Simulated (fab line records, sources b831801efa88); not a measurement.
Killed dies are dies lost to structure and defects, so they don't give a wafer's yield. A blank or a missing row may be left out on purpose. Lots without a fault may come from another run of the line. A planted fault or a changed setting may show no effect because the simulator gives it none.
Which tool did it? | flow sky130 | 11 lots, 32 wafers sampled, at 5 steps of a route of 708

WHAT THE GAUGES READ, wafer by wafer
SKY_VIA3_CD_MEAS_12: target cd 200 nm. Usual: cd_nm 200.1 nm, standard deviation 1.3.
lot  | measured     | on        | cd_nm (nm)        | flag
L154 | day 41 03:09 | cd_sem-02 | 200.7 200.2 200.8 |
L157 | day 41 16:25 | cd_sem-02 | 202.0 202.0 202.4 |
L156 | day 41 19:59 | cd_sem-02 | 199.1 199.2 199.8 |
L160 | day 42 17:47 | cd_sem-02 | 199.5 199.9 199.9 |
L161 | day 42 20:52 | cd_sem-02 | 201.1 201.5 200.6 |
L162 | day 43 00:40 | cd_sem-02 | 201.0 202.0 201.2 |
L164 | day 43 15:22 | cd_sem-02 | 200.3 201.9 201.1 |
L165 | day 43 21:28 | cd_sem-02 | 200.6 200.8 200.7 |
L166 | day 44 07:01 | cd_sem-02 | 201.0 199.3 200.8 |
L168 | day 44 18:41 | cd_sem-02 | 201.2 199.5 201.7 |
L174 | day 45 22:08 | cd_sem-02 | 199.9 198.5       |

SKY_CAP2M_THK_MEAS_01. Usual: CAP2M_CVD_00_THK 15.47 nm, standard deviation 0.22.
lot  | measured     | on            | CAP2M_CVD_00_THK (nm)   | flag
L154 | day 41 04:52 | film_metro-01 | 15.54 15.11 15.37       |
L157 | day 41 18:13 | film_metro-04 | 15.45 14.80 15.21       |
L156 | day 41 21:44 | film_metro-04 | 15.43 15.49 15.69       |
L160 | day 42 19:28 | film_metro-01 | 15.12 15.04 15.11       |
L161 | day 42 22:34 | film_metro-04 | 15.29 15.69 15.65       |
L162 | day 43 02:25 | film_metro-04 | 15.38 15.51 15.50       |
L164 | day 43 17:03 | film_metro-04 | 15.67 15.75 15.80       |
L165 | day 43 23:08 | film_metro-04 | 15.41 15.38 15.33       |
L166 | day 44 08:41 | film_metro-01 | 15.62 15.46 15.90       |
L168 | day 44 20:23 | film_metro-01 | 15.14 15.26 15.53       |
L174 | day 45 23:47 | film_metro-01 | 15.48 14.43 15.41 14.41 |

SKY_CAP2M_THK_MEAS_04: measures by xrf. Usual: CAP2M_TIN_THK 202.2 nm, standard deviation 2.6.
lot  | measured     | on            | CAP2M_TIN_THK (nm) | flag
L154 | day 41 05:08 | film_metro-02 | 202.0 202.9 201.6  |
L157 | day 41 18:30 | film_metro-01 | 203.5 208.3 206.8  |
L156 | day 41 22:02 | film_metro-01 | 202.6 201.7 202.1  |
L160 | day 42 19:44 | film_metro-02 | 197.8 198.7 198.7  |
L161 | day 42 22:52 | film_metro-02 | 197.3 200.6 196.1  |
L162 | day 43 02:42 | film_metro-02 | 197.3 198.9 200.9  |
L164 | day 43 17:20 | film_metro-01 | 199.7 199.8 198.2  |
L165 | day 43 23:25 | film_metro-01 | 204.9 203.8 203.0  |
L166 | day 44 08:58 | film_metro-02 | 200.9 203.1 199.6  |
L168 | day 44 20:41 | film_metro-04 | 200.3 199.0 201.0  |
L174 | day 46 05:05 | film_metro-04 | 204.5 202.8        |

WHICH TOOL RAN EACH LOT (tool, then ch and the chambers of the sampled wafers, then the start)
lot  | SKY_VIA3_CMP_02               | SKY_CAP2M_CVD_00
L154 | cmp-02 ch 0,1,2, day 40 01:25 | pecvd-03 ch 0,1,2, day 41 04:49
L157 | cmp-01 ch 0,2,3, day 40 15:59 | pecvd-01 ch 0,1,2, day 41 18:11
L156 | cmp-02 ch 0,1,2, day 40 20:17 | pecvd-03 ch 1,2, day 41 21:43
L160 | cmp-01 ch 0,1,3, day 41 19:03 | pecvd-01 ch 0,2, day 42 19:25
L161 | cmp-02 ch 0,2, day 41 22:31   | pecvd-04 ch 2, day 42 22:32
L162 | cmp-01 ch 1,2,3, day 42 03:10 | pecvd-03 ch 0,1,2, day 43 02:23
L164 | cmp-02 ch 0,1,3, day 42 18:02 | pecvd-04 ch 0,2, day 43 17:01
L165 | cmp-02 ch 2,3, day 43 01:37   | pecvd-01 ch 0,1,2, day 43 23:06
L166 | cmp-01 ch 0,3, day 43 11:49   | pecvd-01 ch 0,1,2, day 44 08:38
L168 | cmp-01 ch 1,2,3, day 43 21:49 | pecvd-03 ch 1,2, day 44 20:21
L174 | cmp-01 ch 1,2, day 44 22:50   | pecvd-03 ch 1,2, day 45 23:45
- SKY_VIA3_CMP_02: polishes SiO2.
- SKY_CAP2M_CVD_00: deposits SiO2, target thk 15.5 nm.

WHAT THE TOOLS THEMSELVES READ (means of the sampled wafers that have a number; where no wafer has one, the mark that the record gives instead)
SKY_VIA3_CMP_02. Usual: head_pressure_psi 4.001 psi, standard deviation 0.0086; motor_current_A 11.5 A, standard deviation 0.82.
lot  | tool   | head_pressure_psi (psi) | motor_current_A (A) | flag
L154 | cmp-02 | 3.991                   | 11.1                |
L157 | cmp-01 | 4.001                   | 12.1                |
L156 | cmp-02 | 3.994                   | 10.9                |
L160 | cmp-01 | 4.002                   | 12.2                |
L161 | cmp-02 | 3.997                   | 11.0                |
L162 | cmp-01 | 4.001                   | 11.8                |
L164 | cmp-02 | 4.012                   | 11.3                |
L165 | cmp-02 | 4.003                   | 11.2                |
L166 | cmp-01 | 4.002                   | 12.1                |
L168 | cmp-01 | 4.003                   | 12.0                |
L174 | cmp-01 | 3.999                   | 11.2                |

SKY_CAP2M_CVD_00. Usual: heater_power_w 746 W, standard deviation 84.
lot  | tool     | heater_power_w (W) | flag
L154 | pecvd-03 | 663                |
L157 | pecvd-01 | 846                |
L156 | pecvd-03 | 763                |
L160 | pecvd-01 | 806                |
L161 | pecvd-04 | 720                |
L162 | pecvd-03 | 675                |
L164 | pecvd-04 | 707                |
L165 | pecvd-01 | 803                |
L166 | pecvd-01 | 782                |
L168 | pecvd-03 | 725                |
L174 | pecvd-03 | 722                |

THE ANSWER, worked out from the rows above alone
Rule: a lot is off if the mean of its wafers that have a number lies more than 3 standard deviations from the usual mean. A lot without any number at a reading at which 4 lots or more have one is off too. The other lots that the step has rows for count as sound. The gauges are gone through in route order, then the tools' own readings, and for those a lot's mean is taken as printed above. The first step at which some lot is off is used, and at that step the reading that is off furthest; a lot without a number counts as furthest.
No lot is off at any reading shown: from this, nothing can be told.

WHAT THE SIMULATOR HAD PUT IN
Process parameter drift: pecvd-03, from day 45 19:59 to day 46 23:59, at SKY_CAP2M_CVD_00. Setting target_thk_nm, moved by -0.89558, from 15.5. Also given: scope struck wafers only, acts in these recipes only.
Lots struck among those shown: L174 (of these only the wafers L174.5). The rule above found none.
